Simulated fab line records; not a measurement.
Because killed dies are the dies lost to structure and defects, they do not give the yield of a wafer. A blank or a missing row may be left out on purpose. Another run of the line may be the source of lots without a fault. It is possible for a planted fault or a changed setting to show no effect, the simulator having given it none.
Which tool is to blame? || flow gf180mcu || Sampling: 24 lots, 72 wafers, 5 of 602 route steps

== WHAT THE GAUGES READ, wafer by wafer ==
GF_V2_OVL_MEAS_15.
{"lot": "L074", "measured": "day 20 01:13", "on": "overlay-01", "V2_OVL (nm)": "-14 -16 -16"}
{"lot": "L075", "measured": "day 20 06:51", "on": "overlay-01", "V2_OVL (nm)": "-14 -9 -5"}
{"lot": "L076", "measured": "day 20 19:39", "on": "overlay-01", "V2_OVL (nm)": "-14 -11 -2"}
{"lot": "L077", "measured": "day 21 05:25", "on": "overlay-02", "V2_OVL (nm)": "7 -3 1"}
{"lot": "L078", "measured": "day 21 16:57", "on": "overlay-02", "V2_OVL (nm)": "3 -5 -5"}
{"lot": "L079", "measured": "day 21 17:55", "on": "overlay-01", "V2_OVL (nm)": "-9 -4 -3"}
{"lot": "L080", "measured": "day 22 00:12", "on": "overlay-01", "V2_OVL (nm)": "-2 -11 -7"}
{"lot": "L081", "measured": "day 22 10:42", "on": "overlay-01", "V2_OVL (nm)": "-13 -6 -12"}
{"lot": "L082", "measured": "day 22 17:15", "on": "overlay-02", "V2_OVL (nm)": "0 -11 -10"}
{"lot": "L083", "measured": "day 23 05:25", "on": "overlay-02", "V2_OVL (nm)": "-8 -15 -9"}
{"lot": "L084", "measured": "day 23 12:51", "on": "overlay-02", "V2_OVL (nm)": "-4 -2 4"}
{"lot": "L085", "measured": "day 23 21:46", "on": "overlay-02", "V2_OVL (nm)": "-3 -6 -5"}
{"lot": "L086", "measured": "day 24 14:06", "on": "overlay-02", "V2_OVL (nm)": "-13 -2 -10"}
{"lot": "L087", "measured": "day 24 16:06", "on": "overlay-02", "V2_OVL (nm)": "-1 8 3"}
{"lot": "L088", "measured": "day 25 04:13", "on": "overlay-01", "V2_OVL (nm)": "-13 -7 -10"}
{"lot": "L089", "measured": "day 25 22:45", "on": "overlay-02", "V2_OVL (nm)": "1 -1 0"}
{"lot": "L090", "measured": "day 26 09:35", "on": "overlay-02", "V2_OVL (nm)": "1 -5 -1"}
{"lot": "L091", "measured": "day 27 01:30", "on": "overlay-02", "V2_OVL (nm)": "-1 4 -3"}
{"lot": "L092", "measured": "day 27 03:45", "on": "overlay-02", "V2_OVL (nm)": "-16 -12 -8"}
{"lot": "L093", "measured": "day 27 17:33", "on": "overlay-02", "V2_OVL (nm)": "-2 3 1"}
{"lot": "L094", "measured": "day 27 21:07", "on": "overlay-02", "V2_OVL (nm)": "-11 -4 -3"}
{"lot": "L096", "measured": "day 28 06:48", "on": "overlay-01", "V2_OVL (nm)": "-11 -12 -12"}
{"lot": "L097", "measured": "day 28 08:15", "on": "overlay-02", "V2_OVL (nm)": "-17 -8 -20"}
{"lot": "L095", "measured": "day 28 08:54", "on": "overlay-02", "V2_OVL (nm)": "2 1 -8"}

GF_V4_THK_MEAS_03.
{"lot": "L074", "measured": "day 23 03:51", "on": "film-metro-04", "V4_CVD_02_THK (nm)": "837 829 847"}
{"lot": "L075", "measured": "day 23 10:08", "on": "film-metro-04", "V4_CVD_02_THK (nm)": "847 840 844"}
{"lot": "L076", "measured": "day 23 23:10", "on": "film-metro-02", "V4_CVD_02_THK (nm)": "847 849 861"}
{"lot": "L077", "measured": "day 24 07:58", "on": "film-metro-03", "V4_CVD_02_THK (nm)": "832 842 845"}
{"lot": "L078", "measured": "day 24 18:35", "on": "film-metro-04", "V4_CVD_02_THK (nm)": "846 831 846"}
{"lot": "L079", "measured": "day 24 19:26", "on": "film-metro-04", "V4_CVD_02_THK (nm)": "836 837 843"}
{"lot": "L080", "measured": "day 25 01:07", "on": "film-metro-04", "V4_CVD_02_THK (nm)": "869 865 863"}
{"lot": "L081", "measured": "day 25 10:29", "on": "film-metro-03", "V4_CVD_02_THK (nm)": "854 855 867"}
{"lot": "L082", "measured": "day 25 16:05", "on": "film-metro-02", "V4_CVD_02_THK (nm)": "831 843 854"}
{"lot": "L083", "measured": "day 26 05:38", "on": "film-metro-03", "V4_CVD_02_THK (nm)": "825 847 852"}
{"lot": "L084", "measured": "day 26 10:59", "on": "film-metro-04", "V4_CVD_02_THK (nm)": "864 869 855"}
{"lot": "L085", "measured": "day 26 19:43", "on": "film-metro-03", "V4_CVD_02_THK (nm)": "838 869 865"}
{"lot": "L086", "measured": "day 27 11:16", "on": "film-metro-04", "V4_CVD_02_THK (nm)": "841 841 867"}
{"lot": "L087", "measured": "day 27 12:34", "on": "film-metro-04", "V4_CVD_02_THK (nm)": "850 853 874"}
{"lot": "L088", "measured": "day 27 23:28", "on": "film-metro-02", "V4_CVD_02_THK (nm)": "841 865 858"}
{"lot": "L089", "measured": "day 28 16:41", "on": "film-metro-03", "V4_CVD_02_THK (nm)": "851 838 859"}
{"lot": "L090", "measured": "day 29 03:14", "on": "film-metro-04", "V4_CVD_02_THK (nm)": "850 849 881"}
{"lot": "L091", "measured": "day 29 18:14", "on": "film-metro-02", "V4_CVD_02_THK (nm)": "850 843 842"}
{"lot": "L092", "measured": "day 29 19:35", "on": "film-metro-03", "V4_CVD_02_THK (nm)": "852 849 861"}
{"lot": "L093", "measured": "day 30 07:59", "on": "film-metro-04", "V4_CVD_02_THK (nm)": "848 863 859"}
{"lot": "L094", "measured": "day 30 10:46", "on": "film-metro-04", "V4_CVD_02_THK (nm)": "843 839 846"}
{"lot": "L096", "measured": "day 30 20:44", "on": "film-metro-04", "V4_CVD_02_THK (nm)": "854 840 860"}
{"lot": "L097", "measured": "day 30 20:57", "on": "film-metro-04", "V4_CVD_02_THK (nm)": "838 846 858"}
{"lot": "L095", "measured": "day 30 21:32", "on": "film-metro-03", "V4_CVD_02_THK (nm)": "835 842 847"}

== WHAT TOOL EACH LOT RAN ON (gives the tool, then ch and the chambers of the sampled wafers, and finally the start) ==
{"lot": "L074", "GF_M1_SPUTTER_02": "pvd-sputter-02, day 16 00:01", "GF_V1_SPUTTER_22": "pvd-sputter-03, day 17 23:41", "GF_M3_METAL_ETCH_16": "rie-metal-03 ch 0,1, day 21 02:41"}
{"lot": "L075", "GF_M1_SPUTTER_02": "pvd-sputter-03, day 16 06:16", "GF_V1_SPUTTER_22": "pvd-sputter-03, day 18 05:35", "GF_M3_METAL_ETCH_16": "rie-metal-03 ch 0,1, day 21 08:47"}
{"lot": "L076", "GF_M1_SPUTTER_02": "pvd-sputter-03, day 16 18:07", "GF_V1_SPUTTER_22": "pvd-sputter-03, day 18 17:59", "GF_M3_METAL_ETCH_16": "rie-metal-03 ch 1, day 21 21:05"}
{"lot": "L077", "GF_M1_SPUTTER_02": "pvd-sputter-02, day 17 03:35", "GF_V1_SPUTTER_22": "pvd-sputter-03, day 19 03:28", "GF_M3_METAL_ETCH_16": "rie-metal-03 ch 0,1, day 22 07:11"}
{"lot": "L078", "GF_M1_SPUTTER_02": "pvd-sputter-01, day 17 15:25", "GF_V1_SPUTTER_22": "pvd-sputter-04, day 19 15:40", "GF_M3_METAL_ETCH_16": "rie-metal-03 ch 0,1, day 22 17:56"}
{"lot": "L079", "GF_M1_SPUTTER_02": "pvd-sputter-01, day 17 16:22", "GF_V1_SPUTTER_22": "pvd-sputter-02, day 19 16:38", "GF_M3_METAL_ETCH_16": "rie-metal-02 ch 0,1, day 22 19:02"}
{"lot": "L080", "GF_M1_SPUTTER_02": "pvd-sputter-02, day 17 21:19", "GF_V1_SPUTTER_22": "pvd-sputter-03, day 19 22:15", "GF_M3_METAL_ETCH_16": "rie-metal-02 ch 0,1, day 23 01:10"}
{"lot": "L081", "GF_M1_SPUTTER_02": "pvd-sputter-03, day 18 06:41", "GF_V1_SPUTTER_22": "pvd-sputter-03, day 20 08:09", "GF_M3_METAL_ETCH_16": "rie-metal-02 ch 0,1, day 23 11:25"}
{"lot": "L082", "GF_M1_SPUTTER_02": "pvd-sputter-03, day 18 15:46", "GF_V1_SPUTTER_22": "pvd-sputter-04, day 20 15:43", "GF_M3_METAL_ETCH_16": "rie-metal-04 ch 0,1, day 23 17:04"}
{"lot": "L083", "GF_M1_SPUTTER_02": "pvd-sputter-02, day 19 03:47", "GF_V1_SPUTTER_22": "pvd-sputter-02, day 21 05:26", "GF_M3_METAL_ETCH_16": "rie-metal-02 ch 0, day 24 06:07"}
{"lot": "L084", "GF_M1_SPUTTER_02": "pvd-sputter-02, day 19 10:04", "GF_V1_SPUTTER_22": "pvd-sputter-04, day 21 12:11", "GF_M3_METAL_ETCH_16": "rie-metal-02 ch 0,1, day 24 12:56"}
{"lot": "L085", "GF_M1_SPUTTER_02": "pvd-sputter-03, day 19 18:59", "GF_V1_SPUTTER_22": "pvd-sputter-02, day 21 20:53", "GF_M3_METAL_ETCH_16": "rie-metal-04 ch 0,1, day 24 21:19"}
{"lot": "L086", "GF_M1_SPUTTER_02": "pvd-sputter-03, day 20 13:07", "GF_V1_SPUTTER_22": "pvd-sputter-04, day 22 15:20", "GF_M3_METAL_ETCH_16": "rie-metal-02 ch 0,1, day 25 13:02"}
{"lot": "L087", "GF_M1_SPUTTER_02": "pvd-sputter-01, day 20 15:41", "GF_V1_SPUTTER_22": "pvd-sputter-04, day 22 17:17", "GF_M3_METAL_ETCH_16": "rie-metal-03 ch 0,1, day 25 14:59"}
{"lot": "L088", "GF_M1_SPUTTER_02": "pvd-sputter-03, day 21 05:07", "GF_V1_SPUTTER_22": "pvd-sputter-02, day 23 04:59", "GF_M3_METAL_ETCH_16": "rie-metal-03 ch 0,1, day 26 02:43"}
{"lot": "L089", "GF_M1_SPUTTER_02": "pvd-sputter-03, day 22 00:49", "GF_V1_SPUTTER_22": "pvd-sputter-04, day 24 00:55", "GF_M3_METAL_ETCH_16": "rie-metal-02 ch 0,1, day 26 20:50"}
{"lot": "L090", "GF_M1_SPUTTER_02": "pvd-sputter-01, day 22 12:31", "GF_V1_SPUTTER_22": "pvd-sputter-02, day 24 12:20", "GF_M3_METAL_ETCH_16": "rie-metal-02 ch 0,1, day 27 07:26"}
{"lot": "L091", "GF_M1_SPUTTER_02": "pvd-sputter-01, day 23 06:19", "GF_V1_SPUTTER_22": "pvd-sputter-03, day 25 05:05", "GF_M3_METAL_ETCH_16": "rie-metal-03 ch 0,1, day 28 00:05"}
{"lot": "L092", "GF_M1_SPUTTER_02": "pvd-sputter-01, day 23 07:58", "GF_V1_SPUTTER_22": "pvd-sputter-03, day 25 06:07", "GF_M3_METAL_ETCH_16": "rie-metal-02 ch 0,1, day 28 02:04"}
{"lot": "L093", "GF_M1_SPUTTER_02": "pvd-sputter-02, day 23 23:36", "GF_V1_SPUTTER_22": "pvd-sputter-02, day 25 21:40", "GF_M3_METAL_ETCH_16": "rie-metal-03 ch 1, day 28 15:01"}
{"lot": "L094", "GF_M1_SPUTTER_02": "pvd-sputter-01, day 24 05:50", "GF_V1_SPUTTER_22": "pvd-sputter-04, day 26 02:50", "GF_M3_METAL_ETCH_16": "rie-metal-02 ch 0,1, day 28 18:04"}
{"lot": "L096", "GF_M1_SPUTTER_02": "pvd-sputter-03, day 24 14:29", "GF_V1_SPUTTER_22": "pvd-sputter-02, day 26 11:22", "GF_M3_METAL_ETCH_16": "rie-metal-04 ch 0,1, day 29 04:10"}
{"lot": "L097", "GF_M1_SPUTTER_02": "pvd-sputter-01, day 24 15:47", "GF_V1_SPUTTER_22": "pvd-sputter-04, day 26 13:17", "GF_M3_METAL_ETCH_16": "rie-metal-02 ch 0,1, day 29 04:32"}
{"lot": "L095", "GF_M1_SPUTTER_02": "pvd-sputter-03, day 24 17:03", "GF_V1_SPUTTER_22": "pvd-sputter-04, day 26 13:46", "GF_M3_METAL_ETCH_16": "rie-metal-04 ch 1, day 29 04:52"}
- GF_M1_SPUTTER_02: material AlCu, target thk 450 nm, time 23.9 s.
- GF_V1_SPUTTER_22: material TiN, target thk 10 nm, time 40 s.
- GF_M3_METAL_ETCH_16: etches the open film in Cl2/BCl3, stops on SiO2, target depth 750.8 nm, time 125.1 s.

== WHAT THE TOOLS THEMSELVES READ (means of the sampled wafers that have a number; where no wafer has one, the mark that the record gives instead) ==
GF_M1_SPUTTER_02.
{"lot": "L074", "tool": "pvd-sputter-02", "cathode-dc-power-W (W)": 10600, "throttle-valve-pct (%)": 28.8}
{"lot": "L075", "tool": "pvd-sputter-03", "cathode-dc-power-W (W)": 10598, "throttle-valve-pct (%)": 29.6}
{"lot": "L076", "tool": "pvd-sputter-03", "cathode-dc-power-W (W)": 10599, "throttle-valve-pct (%)": 29.4}
{"lot": "L077", "tool": "pvd-sputter-02", "cathode-dc-power-W (W)": 10601, "throttle-valve-pct (%)": 28.3}
{"lot": "L078", "tool": "pvd-sputter-01", "cathode-dc-power-W (W)": 10599, "throttle-valve-pct (%)": 29.9}
{"lot": "L079", "tool": "pvd-sputter-01", "cathode-dc-power-W (W)": 10599, "throttle-valve-pct (%)": 29.6}
{"lot": "L080", "tool": "pvd-sputter-02", "cathode-dc-power-W (W)": 10601, "throttle-valve-pct (%)": 28.6}
{"lot": "L081", "tool": "pvd-sputter-03", "cathode-dc-power-W (W)": 10600, "throttle-valve-pct (%)": 30.2}
{"lot": "L082", "tool": "pvd-sputter-03", "cathode-dc-power-W (W)": 10600, "throttle-valve-pct (%)": 30.5}
{"lot": "L083", "tool": "pvd-sputter-02", "cathode-dc-power-W (W)": 10600, "throttle-valve-pct (%)": 29.5}
{"lot": "L084", "tool": "pvd-sputter-02", "cathode-dc-power-W (W)": 10600, "throttle-valve-pct (%)": 29.4}
{"lot": "L085", "tool": "pvd-sputter-03", "cathode-dc-power-W (W)": 10599, "throttle-valve-pct (%)": 30.0}
{"lot": "L086", "tool": "pvd-sputter-03", "cathode-dc-power-W (W)": 10599, "throttle-valve-pct (%)": 29.9}
{"lot": "L087", "tool": "pvd-sputter-01", "cathode-dc-power-W (W)": 10599, "throttle-valve-pct (%)": 28.7}
{"lot": "L088", "tool": "pvd-sputter-03", "cathode-dc-power-W (W)": 10598, "throttle-valve-pct (%)": 30.7}
{"lot": "L089", "tool": "pvd-sputter-03", "cathode-dc-power-W (W)": 10601, "throttle-valve-pct (%)": 30.9}
{"lot": "L090", "tool": "pvd-sputter-01", "cathode-dc-power-W (W)": 10598, "throttle-valve-pct (%)": 29.5}
{"lot": "L091", "tool": "pvd-sputter-01", "cathode-dc-power-W (W)": 10600, "throttle-valve-pct (%)": 28.9}
{"lot": "L092", "tool": "pvd-sputter-01", "cathode-dc-power-W (W)": 10602, "throttle-valve-pct (%)": 30.5}
{"lot": "L093", "tool": "pvd-sputter-02", "cathode-dc-power-W (W)": 10600, "throttle-valve-pct (%)": 28.4}
{"lot": "L094", "tool": "pvd-sputter-01", "cathode-dc-power-W (W)": 10601, "throttle-valve-pct (%)": 29.0}
{"lot": "L096", "tool": "pvd-sputter-03", "cathode-dc-power-W (W)": 10601, "throttle-valve-pct (%)": 30.4}
{"lot": "L097", "tool": "pvd-sputter-01", "cathode-dc-power-W (W)": 10599, "throttle-valve-pct (%)": 30.2}
{"lot": "L095", "tool": "pvd-sputter-03", "cathode-dc-power-W (W)": 10601, "throttle-valve-pct (%)": 29.5}

GF_V1_SPUTTER_22.
{"lot": "L074", "tool": "pvd-sputter-03", "cathode-dc-power-W (W)": 4000.4, "throttle-valve-pct (%)": 29.7}
{"lot": "L075", "tool": "pvd-sputter-03", "cathode-dc-power-W (W)": 4000.1, "throttle-valve-pct (%)": 29.6}
{"lot": "L076", "tool": "pvd-sputter-03", "cathode-dc-power-W (W)": 4000.2, "throttle-valve-pct (%)": 30.7}
{"lot": "L077", "tool": "pvd-sputter-03", "cathode-dc-power-W (W)": 4000.2, "throttle-valve-pct (%)": 30.5}
{"lot": "L078", "tool": "pvd-sputter-04", "cathode-dc-power-W (W)": 3999.5, "throttle-valve-pct (%)": 30.9}
{"lot": "L079", "tool": "pvd-sputter-02", "cathode-dc-power-W (W)": 3999.8, "throttle-valve-pct (%)": 29.6}
{"lot": "L080", "tool": "pvd-sputter-03", "cathode-dc-power-W (W)": 4000.6, "throttle-valve-pct (%)": 30.1}
{"lot": "L081", "tool": "pvd-sputter-03", "cathode-dc-power-W (W)": 3999.7, "throttle-valve-pct (%)": 29.9}
{"lot": "L082", "tool": "pvd-sputter-04", "cathode-dc-power-W (W)": 4000.1, "throttle-valve-pct (%)": 29.9}
{"lot": "L083", "tool": "pvd-sputter-02", "cathode-dc-power-W (W)": 4000.1, "throttle-valve-pct (%)": 28.6}
{"lot": "L084", "tool": "pvd-sputter-04", "cathode-dc-power-W (W)": 3999.7, "throttle-valve-pct (%)": 29.7}
{"lot": "L085", "tool": "pvd-sputter-02", "cathode-dc-power-W (W)": 3999.8, "throttle-valve-pct (%)": 28.4}
{"lot": "L086", "tool": "pvd-sputter-04", "cathode-dc-power-W (W)": 4000.7, "throttle-valve-pct (%)": 30.3}
{"lot": "L087", "tool": "pvd-sputter-04", "cathode-dc-power-W (W)": 4000.1, "throttle-valve-pct (%)": 29.6}
{"lot": "L088", "tool": "pvd-sputter-02", "cathode-dc-power-W (W)": 3999.7, "throttle-valve-pct (%)": 28.6}
{"lot": "L089", "tool": "pvd-sputter-04", "cathode-dc-power-W (W)": 4000.7, "throttle-valve-pct (%)": 30.3}
{"lot": "L090", "tool": "pvd-sputter-02", "cathode-dc-power-W (W)": 4000.4, "throttle-valve-pct (%)": 29.2}
{"lot": "L091", "tool": "pvd-sputter-03", "cathode-dc-power-W (W)": 3999.7, "throttle-valve-pct (%)": 30.0}
{"lot": "L092", "tool": "pvd-sputter-03", "cathode-dc-power-W (W)": 4000.0, "throttle-valve-pct (%)": 29.0}
{"lot": "L093", "tool": "pvd-sputter-02", "cathode-dc-power-W (W)": 4000.1, "throttle-valve-pct (%)": 28.6}
{"lot": "L094", "tool": "pvd-sputter-04", "cathode-dc-power-W (W)": 4000.3, "throttle-valve-pct (%)": 30.1}
{"lot": "L096", "tool": "pvd-sputter-02", "cathode-dc-power-W (W)": 4000.1, "throttle-valve-pct (%)": 29.5}
{"lot": "L097", "tool": "pvd-sputter-04", "cathode-dc-power-W (W)": 3999.8, "throttle-valve-pct (%)": 29.9}
{"lot": "L095", "tool": "pvd-sputter-04", "cathode-dc-power-W (W)": 3999.4, "throttle-valve-pct (%)": 30.4}

GF_M3_METAL_ETCH_16.
{"lot": "L074", "tool": "rie-metal-03", "drypump-motor-current-A (A)": 5.5, "oes-product-au (a.u.)": 0.995, "throttle-valve-pct (%)": 28.232}
{"lot": "L075", "tool": "rie-metal-03", "drypump-motor-current-A (A)": 5.6, "oes-product-au (a.u.)": 0.988, "throttle-valve-pct (%)": 28.230}
{"lot": "L076", "tool": "rie-metal-03", "drypump-motor-current-A (A)": 5.5, "oes-product-au (a.u.)": 0.992, "throttle-valve-pct (%)": 28.232}
{"lot": "L077", "tool": "rie-metal-03", "drypump-motor-current-A (A)": 5.5, "oes-product-au (a.u.)": 0.990, "throttle-valve-pct (%)": 28.224}
{"lot": "L078", "tool": "rie-metal-03", "drypump-motor-current-A (A)": 5.5, "oes-product-au (a.u.)": 0.991, "throttle-valve-pct (%)": 28.229}
{"lot": "L079", "tool": "rie-metal-02", "drypump-motor-current-A (A)": 6.0, "oes-product-au (a.u.)": 0.992, "throttle-valve-pct (%)": 28.232}
{"lot": "L080", "tool": "rie-metal-02", "drypump-motor-current-A (A)": 6.0, "oes-product-au (a.u.)": 0.994, "throttle-valve-pct (%)": 28.227}
{"lot": "L081", "tool": "rie-metal-02", "drypump-motor-current-A (A)": 6.4, "oes-product-au (a.u.)": 0.986, "throttle-valve-pct (%)": 28.231}
{"lot": "L082", "tool": "rie-metal-04", "drypump-motor-current-A (A)": 5.5, "oes-product-au (a.u.)": 0.991, "throttle-valve-pct (%)": 28.228}
{"lot": "L083", "tool": "rie-metal-02", "drypump-motor-current-A (A)": 5.7, "oes-product-au (a.u.)": 0.995, "throttle-valve-pct (%)": 28.230}
{"lot": "L084", "tool": "rie-metal-02", "drypump-motor-current-A (A)": 6.3, "oes-product-au (a.u.)": 0.988, "throttle-valve-pct (%)": 28.236}
{"lot": "L085", "tool": "rie-metal-04", "drypump-motor-current-A (A)": 5.4, "oes-product-au (a.u.)": 0.993, "throttle-valve-pct (%)": 28.230}
{"lot": "L086", "tool": "rie-metal-02", "drypump-motor-current-A (A)": 6.4, "oes-product-au (a.u.)": 0.994, "throttle-valve-pct (%)": 28.228}
{"lot": "L087", "tool": "rie-metal-03", "drypump-motor-current-A (A)": 5.5, "oes-product-au (a.u.)": 0.989, "throttle-valve-pct (%)": 28.230}
{"lot": "L088", "tool": "rie-metal-03", "drypump-motor-current-A (A)": 5.5, "oes-product-au (a.u.)": 0.987, "throttle-valve-pct (%)": 28.219}
{"lot": "L089", "tool": "rie-metal-02", "drypump-motor-current-A (A)": 6.4, "oes-product-au (a.u.)": 0.982, "throttle-valve-pct (%)": 28.240}
{"lot": "L090", "tool": "rie-metal-02", "drypump-motor-current-A (A)": 6.0, "oes-product-au (a.u.)": 0.989, "throttle-valve-pct (%)": 28.232}
{"lot": "L091", "tool": "rie-metal-03", "drypump-motor-current-A (A)": 5.5, "oes-product-au (a.u.)": 0.996, "throttle-valve-pct (%)": 28.218}
{"lot": "L092", "tool": "rie-metal-02", "drypump-motor-current-A (A)": 6.0, "oes-product-au (a.u.)": 0.994, "throttle-valve-pct (%)": 28.232}
{"lot": "L093", "tool": "rie-metal-03", "drypump-motor-current-A (A)": 5.5, "oes-product-au (a.u.)": 0.995, "throttle-valve-pct (%)": 28.230}
{"lot": "L094", "tool": "rie-metal-02", "drypump-motor-current-A (A)": 6.4, "oes-product-au (a.u.)": 0.996, "throttle-valve-pct (%)": 28.251}
{"lot": "L096", "tool": "rie-metal-04", "drypump-motor-current-A (A)": 5.4, "oes-product-au (a.u.)": 0.988, "throttle-valve-pct (%)": 28.234}
{"lot": "L097", "tool": "rie-metal-02", "drypump-motor-current-A (A)": 6.0, "oes-product-au (a.u.)": 0.995, "throttle-valve-pct (%)": 28.236}
{"lot": "L095", "tool": "rie-metal-04", "drypump-motor-current-A (A)": 5.6, "oes-product-au (a.u.)": 0.983, "throttle-valve-pct (%)": 28.225}

== THE ANSWER, worked out from the rows above alone ==
Rule: usual is defined by the lots themselves. The widest of any qualifying gaps counts: lots, ordered by their means at a reading, are off when they make up no more than a third of the lots, leave a main group of 4 or more, and stand apart from it by 3 or more times the standard deviation of that group's means. A main group whose means are all the same, to the digits that the tables above print for the reading, isn't used. A lot without any number at a reading at which 4 lots or more have one is off too. All remaining lots with rows at the step are treated as sound. After the gauges, taken in route order, come the tools' own readings; for these a lot's mean is taken, as printed above. At the first step where some lot is off, the reading lying furthest off is the one used; lots without a number count as furthest.
No lot is off at any reading shown: from this, nothing can be told.

== WHAT WAS PUT IN BY THE SIMULATOR ==
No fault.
